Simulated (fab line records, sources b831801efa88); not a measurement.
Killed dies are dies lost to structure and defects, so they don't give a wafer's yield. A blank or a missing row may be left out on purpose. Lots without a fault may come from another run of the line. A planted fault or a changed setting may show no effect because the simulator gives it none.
A struck lot beside a sound one | flow sky130 | 17 steps out of a route of 708
Sound: wafers L220.1, L220.4, L220.6. Struck: wafers L227.4, L227.5, L227.6. The cause comes at the end.
At each step with rows: each side's tool, then ch and its chambers, then its first start. Under that, the readings that differ: sound wafers | struck wafers | difference of the means | sigmas: that difference in standard deviations of wafers without a fault.
alike: readings whose means differ by less than 2 such deviations, and words and numbers that are the same on both sides. not compared: withheld readings, readings that some wafer has no value for, bounds like >300 that may hide the same value, and numbers for which the record gives no deviation and whose values overlap.
The two part at a step that has a row with sigmas, a row that says differs or no value, or rows on one side only. Numbers that don't overlap but have no deviation are shown without sigmas and don't part them. A reading that every wafer of one side lacks parts them only if that side has two wafers or more.

first, 1 step without rows for these wafers: SKY_VT_ADJUST_NCORE_IMPLANT_09.
SKY_VT_ADJUST_NCORE_STRIP_10: strips in O2/N2.
  sound on plasma_asher-02 ch 1, day 10 22:50; struck on plasma_asher-04 ch 0,1, day 12 15:01
  alike: chamber_pressure_mTorr, drypump_motor_current_A, n2_flow_sccm, oes_product_au, strip_time_to_endpoint_s
  not compared: rf_hours_counter_h
SKY_VT_ADJUST_NCORE_TW_MEAS_11:
  sound on film_metro-03, day 10 22:56; struck on film_metro-01, day 12 15:07
  reading            | sound             | struck            | difference | sigmas
  VT_ADJUST_NCORE_TW | 217.9 216.8 215.4 | 220.3 219.9 221.2 | +3.8       | +2
then, 7 steps without rows for these wafers: SKY_VT_ADJUST_HVTR_DEHYDRATE_00 (time 60 s); SKY_VT_ADJUST_HVTR_HMDS_01 (prime time 60 s); SKY_VT_ADJUST_HVTR_COAT_02 (resist thk 1140 nm); SKY_VT_ADJUST_HVTR_SOFTBAKE_03 (time 60 s); SKY_VT_ADJUST_HVTR_EXPOSE_04 (exposes mask HVTRM, target cd 380 nm); SKY_VT_ADJUST_HVTR_PEB_05; SKY_VT_ADJUST_HVTR_DEVELOP_06 (develop time 60 s).
SKY_VT_ADJUST_HVTR_CD_MEAS_07: target cd 380 nm.
  sound on cd_sem-01, day 11 22:20; struck on cd_sem-01, day 13 16:18
  alike: cd_nm
SKY_VT_ADJUST_HVTR_OVL_MEAS_08:
  sound on overlay-02, day 11 22:27; struck on overlay-01, day 13 16:23
  alike: VT_ADJUST_HVTR_OVL
SKY_VT_ADJUST_HVTR_IMPLANT_09:
  sound on implanter-02 ch 0, day 11 22:29; struck on implanter-01 ch 0, day 13 16:28
  reading                          | sound                      | struck                           | difference  | sigmas
  beam_on_s (s)                    | 10.04 10.13 10.36          | 12.54 12.08 12.71                | +2.27       | +11
  end_station_pressure_torr (Torr) | 5.17e-06 4.57e-06 4.47e-06 | 0.00010091 0.00010978 0.00010884 | +0.00010177 | +99 or more
  faraday_current_uA               | 11.80 11.68 11.45          | 9.61 9.86 9.40                   | -2.02       | -8
  alike: dose_ions_cm2
SKY_VT_ADJUST_HVTR_STRIP_10: strips in O2/N2.
  sound on plasma_asher-02 ch 0,1, day 11 22:38; struck on plasma_asher-01 ch 0,1, day 13 16:35
  alike: chamber_pressure_mTorr, drypump_motor_current_A, n2_flow_sccm, oes_product_au, strip_time_to_endpoint_s
  not compared: rf_hours_counter_h
SKY_VT_ADJUST_HVTR_TW_MEAS_11:
  sound on film_metro-02, day 11 22:44; struck on film_metro-04, day 13 16:40
  reading           | sound             | struck            | difference | sigmas
  VT_ADJUST_HVTR_TW | 210.1 209.8 210.2 | 226.7 226.0 226.7 | +16.4      | +14
then, 1 step without rows for these wafers: SKY_VT_ADJUST_PCH_DEHYDRATE_00 (time 60 s).
-- the record jumps here: 35 days lie between the struck wafers' starts before and after (it left off in module VT_ADJUST_PCH and takes up again in module PAD_OPEN, whose first step shown is number 708 of the route) --
SKY_PAD_OPEN_PROBE_99:
  sound on prober-01, day 47 19:39; struck on prober-01, day 49 03:13
  reading                                  | sound                   | struck                  | difference | sigmas
  model.etest.pfet_01v8_mvt.drive_ua_um    | 154 149.9 151.3         | 162.1 165.7 161.8       | +11.5      |
  model.etest.pfet_01v8_mvt.off_log10_a_um | -10.38 -10.59 -10.65    | -9.696 -9.486 -9.64     | +0.933     |
  model.etest.pfet_01v8_mvt.vt_sat_v (V)   | -0.5442 -0.5602 -0.5647 | -0.4905 -0.4811 -0.4768 | +0.0736    |
  model.etest.pfet_01v8_mvt.vt_v (V)       | -0.6342 -0.6429 -0.6471 | -0.5932 -0.5835 -0.5838 | +0.0546    |
  model.etest.pfet_01v8_mvt.vt_long_v (V)  | -0.8434 -0.8489 -0.849  | -0.8116 -0.8025 -0.8064 | +0.0403    |
  alike: killed_at_M0_to_M3, killed_at_M4_up, killed_at_contacts, killed_at_front_end, killed_at_other, killed_dies, killed_open, killed_short

WHERE THEY PART
First at SKY_VT_ADJUST_NCORE_TW_MEAS_11; last, within this record, at SKY_VT_ADJUST_HVTR_TW_MEAS_11. Later steps at which nothing parts them and some readings are alike: SKY_PAD_OPEN_PROBE_99.

WHY: what the simulator had put in
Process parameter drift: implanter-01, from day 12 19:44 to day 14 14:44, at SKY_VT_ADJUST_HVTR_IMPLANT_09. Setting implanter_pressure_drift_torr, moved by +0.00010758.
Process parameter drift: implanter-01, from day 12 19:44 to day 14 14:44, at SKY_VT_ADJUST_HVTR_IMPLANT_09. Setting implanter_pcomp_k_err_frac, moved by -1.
